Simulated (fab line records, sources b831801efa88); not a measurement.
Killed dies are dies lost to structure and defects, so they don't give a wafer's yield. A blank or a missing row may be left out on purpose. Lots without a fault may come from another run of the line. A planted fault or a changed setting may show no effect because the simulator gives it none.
One fault seen from 2 desks | flow gf180mcu | each desk has only its own numbers; what lay behind them comes last

THE TOOL OWNER'S DESK: litho_track-01
The tool's own readings at GF_V2_PEB_12 (peb time 90 s): means of the sampled wafers that have a number, for each lot that ran on this tool. A lot is out of limits, marked OUT, if its mean lies more than 4 standard deviations from the usual mean; the brackets give that distance.
Columns: A = plate_temp_C at GF_V2_PEB_12, usual 135.01 C
lot  | first seen here | A
L638 | day 20 20:44    | 135.07
L639 | day 21 06:16    | 135.00
L640 | day 21 18:36    | 134.90
L657 | day 27 09:13    | 135.05
L658 | day 27 11:48    | 135.20
This desk's finding: nothing out of limits on any of the 5 lots.

THE METROLOGY DESK
What the gauges read, lot by lot, whatever tool the lot ran on: means of the sampled wafers that have a number. A lot is out of limits, marked OUT, if its mean lies more than 4 standard deviations from the usual mean; the brackets give that distance.
Columns: A = M2_OVL at GF_M2_OVL_MEAS_15, usual 0 nm; B = cd_nm at GF_V2_CD_MEAS_14, usual 260.0 nm
lot  | first seen here | A  | B
L638 | day 19 19:55    | 5  | 260.9
L639 | day 20 05:06    | -4 | 267.9 (+7.2) OUT
L640 | day 20 18:25    | 6  | 263.9
L646 | day 22 23:42    | -4 | 260.4
L650 | day 24 16:01    | -6 | 260.3
L651 | day 24 17:34    | -6 | 260.5
L652 | day 25 01:12    | 2  | 260.2
L653 | day 25 05:10    | 4  | 260.0
L655 | day 25 20:28    | -8 | 261.4
L656 | day 26 05:15    | -3 | 259.4
L657 | day 26 11:27    | 4  | 260.9
L658 | day 26 14:19    | 5  | 259.6
This desk's finding: out of limits on L639; first on L639, day 21 06:37 (cd_nm at GF_V2_CD_MEAS_14). In limits: L638, L640, L646, L650, L651, L652, L653, L655, L656, L657, L658.

PUT TOGETHER
The metrology desk could have raised an alarm at day 21 06:37, on L639.
The tool owner's desk saw nothing out of limits.
The tool owner's desk has L639 on record, within its limits.
Of the lots named, all ran GF_V2_PEB_12 on litho_track-01.

WHAT THE SIMULATOR HAD PUT IN
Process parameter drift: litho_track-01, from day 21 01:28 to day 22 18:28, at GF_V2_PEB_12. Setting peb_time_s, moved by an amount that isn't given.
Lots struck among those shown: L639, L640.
Hours from the fault's start to each desk's first reading out of limits: the metrology desk, 5.
